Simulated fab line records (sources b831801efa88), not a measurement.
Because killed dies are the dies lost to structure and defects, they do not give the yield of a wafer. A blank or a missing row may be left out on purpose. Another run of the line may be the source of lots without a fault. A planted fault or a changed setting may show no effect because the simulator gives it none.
Which tool is to blame? -- flow sfqLine -- Sampling: 13 lots, 39 wafers, 3 of 325 route steps

== WHAT THE GAUGES READ, wafer by wafer ==
SFQ_M1_OVL_MEAS_911.
lot,measured,on,M1_OVL (nm)
L735,day 13 09:30,overlay-01,6 14 3
L736,day 13 11:54,overlay-01,1 7 -2
L738,day 14 03:34,overlay-02,-5 -3 1
L740,day 14 14:23,overlay-01,0 5 1
L741,day 15 01:11,overlay-01,0 2 0
L744,day 16 04:46,overlay-02,-1 -3 3
L745,day 16 19:10,overlay-01,14 4 2
L746,day 17 08:34,overlay-02,6 15 2
L747,day 17 11:58,overlay-01,11 7 15
L752,day 19 02:01,overlay-01,9 3 3
L754,day 19 17:37,overlay-02,-6 4 0
L756,day 20 18:49,overlay-01,-1 4 -8
L758,day 21 17:37,overlay-02,7 1 6

SFQ_I2_BOW_MEAS_917.
lot,measured,on,I2_BOW (um)
L735,day 21 02:32,filmMetro-02,1 -1 10
L736,day 21 11:34,filmMetro-03,-11 -10 -18
L738,day 22 06:01,filmMetro-04,-4 -11 -9
L740,day 22 22:30,filmMetro-04,21 15 8
L741,day 23 12:20,filmMetro-02,-12 -4 -5
L744,day 24 22:29,filmMetro-03,-6 -8 -11
L745,day 25 23:29,filmMetro-04,-3 2 13
L746,day 26 11:29,filmMetro-04,15 7 -1
L747,day 26 15:32,filmMetro-03,5 -4 -7
L752,day 28 21:19,filmMetro-02,2 2 0
L754,day 29 15:20,filmMetro-03,-11 -7 5
L756,day 30 17:56,filmMetro-02,-7 -6 -5
L758,day 32 00:11,filmMetro-04,6 11 3

== WHICH TOOL RAN EACH LOT (tool, then ch and the chambers of the sampled wafers, then the start) ==
lot,SFQ_TRILAYER_I0_VIA_ETCH_VIA_ETCH_034
L735,"rieDiel-01 ch 0,1,3, day 10 11:13"
L736,"rieDiel-01 ch 0,1, day 10 16:17"
L738,"rieDiel-02 ch 0,1,2, day 11 07:10"
L740,"rieDiel-01 ch 2,3, day 11 15:34"
L741,"rieDiel-01 ch 0,1,2, day 12 01:10"
L744,"rieDiel-02 ch 0,3, day 13 04:46"
L745,"rieDiel-02 ch 2,3, day 13 13:10"
L746,"rieDiel-04 ch 0,2,3, day 13 21:34"
L747,"rieDiel-01 ch 1,2,3, day 13 22:51"
L752,"rieDiel-01 ch 0,1, day 15 07:15"
L754,"rieDiel-02 ch 0,2,3, day 15 21:39"
L756,"rieDiel-04 ch 0,2, day 16 21:39"
L758,"rieDiel-02 ch 1,2,3, day 17 21:44"
- SFQ_TRILAYER_I0_VIA_ETCH_VIA_ETCH_034: etches SiO2 in CHF3, stops on Nb, target depth 260 nm.

== AS READ BY THE TOOLS THEMSELVES (means over the sampled wafers that have a number; for cases with no such wafer, the mark the record gives instead) ==
SFQ_TRILAYER_I0_VIA_ETCH_VIA_ETCH_034.
lot,tool,drypumpMotorCurrentA (A),oesProductAu (a.u.)
L735,rieDiel-01,5.2,0.859
L736,rieDiel-01,5.2,0.854
L738,rieDiel-02,5.6,0.857
L740,rieDiel-01,5.5,0.849
L741,rieDiel-01,5.3,0.854
L744,rieDiel-02,5.8,0.854
L745,rieDiel-02,6.0,0.848
L746,rieDiel-04,5.1,0.856
L747,rieDiel-01,5.4,0.853
L752,rieDiel-01,5.2,0.850
L754,rieDiel-02,5.9,0.846
L756,rieDiel-04,5.2,0.859
L758,rieDiel-02,5.7,0.853

== THE ANSWER, worked out from the rows above alone ==
Rule: the usual values come from the lots themselves. The widest of any qualifying gaps counts: lots, ordered by their means at a reading, are off when they make up no more than a third of the lots, leave a main group of 4 or more, and stand apart from it by 3 or more times the standard deviation of that group's means. A main group whose means are all the same, to the digits that the tables above print for the reading, isn't used. A lot without any number at a reading at which 4 lots or more have one is off too. All remaining lots with rows at the step are treated as sound. First the gauges in route order, then the tools' own readings, where a lot's mean is used as printed above. At the first step where some lot is off, the reading lying furthest off is the one used; lots without a number count as furthest.
No lot is off on any of the readings shown, so nothing can be concluded from this.

== WHAT THE SIMULATOR HAD INSERTED ==
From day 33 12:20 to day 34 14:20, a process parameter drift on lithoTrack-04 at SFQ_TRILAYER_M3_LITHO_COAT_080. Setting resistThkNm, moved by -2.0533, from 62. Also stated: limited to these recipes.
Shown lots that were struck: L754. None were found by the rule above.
